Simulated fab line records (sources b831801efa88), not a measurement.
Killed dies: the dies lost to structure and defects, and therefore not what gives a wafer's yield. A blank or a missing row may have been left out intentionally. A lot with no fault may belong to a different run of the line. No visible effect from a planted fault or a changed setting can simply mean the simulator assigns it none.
Problem report in the 8D (eight disciplines) form, filled by code ; flow gf180mcu ; the parts of the form that need people (team, actions taken, sign-off) are left out

1. THE PROBLEM
Mean of spin_speed_rpm at GF_VT_IMPLANT_COAT_13: 3188.2 rpm across 6 wafers in 2 lots; on wafers with no fault it is 3000.0 rpm (standard deviation 2.1). That is +90 standard deviations from the usual mean.
The step: resist thk 1000 nm.
Earliest sighting: wafer L443.1 on litho_track-01 at day 7 23:49. The record holds 39 wafers of 13 lots with a number at this step. By rule, "out" or "out of limits" means more than 4 standard deviations away from the usual mean. All remaining wafers that have a number are taken as sound.

2. WHAT IT IS; WHAT IT IS NOT
question;is;is not
which readings at this step;spin_speed_rpm;-
which lots;L443, L445;L437, L442, L446, L447, L448, L451, L452, L455, L456, L457, L458
which wafers of those lots;all that have a number;-
read on which tools;litho_track-01;litho_track-02, litho_track-04
when;from day 7 23:49;"up to then (6 sound wafers); but 27 sound wafers of L446, L447, L448, L451, L452, L455, L456, L457, L458 came after"

3. WHAT RULES OUT EACH SUSPECT
Counting: a tool stays on the suspect list if, at a process step up to the reading, it processed all lots that are out and no sound lot following the first of them.
- litho_track-01 at GF_VT_IMPLANT_COAT_13 (resist thk 1000 nm): kept. It ran every lot that is out, first L443 (day 7 23:49), and no sound lot after that. On those wafers its own readings are out: spin_speed_rpm.
Remaining after the count: litho_track-01 at GF_VT_IMPLANT_COAT_13.

4. THE CAUSE (what the simulator had put in)
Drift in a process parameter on litho_track-01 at GF_VT_IMPLANT_COAT_13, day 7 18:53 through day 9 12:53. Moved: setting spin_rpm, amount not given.
This tool alone remained once counting was done.

5. THE EFFECT CHAIN, in route order
Rows list readings where the struck wafers' mean (over those with a number) sits beyond 3 standard deviations from the usual. Readings are gone through only where the record gives a usual standard deviation; hours: the median, over the lots, of the time from a lot's start at the first step in this table giving one to that lot's start at this step; sigmas: the change measured in usual standard deviations.
hours;step;reading;usual;on struck wafers;change;sigmas
0;GF_VT_IMPLANT_COAT_13;spin_speed_rpm;3000.0 rpm;3188.2;+188.2;+90
9;GF_VT_IMPLANT_STRIP_20;strip_time_to_endpoint_s;12.63 s;12.26;-0.37;-8.0
The process steps in it:
- GF_VT_IMPLANT_COAT_13: resist thk 1000 nm.
- GF_VT_IMPLANT_STRIP_20: strips in O2/N2.
Later measuring or inspecting steps at which every struck wafer that the step has a row for has a number for every such reading, and none has moved that far: GF_DUAL_GATE_THK_MEAS_03, GF_HV_LDD_CD_MEAS_31.

6. HOW IT WOULD HAVE BEEN CAUGHT EARLIER
The fault began at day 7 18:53; the first out-of-limits reading in this record came at day 7 23:49, 5 hours later.
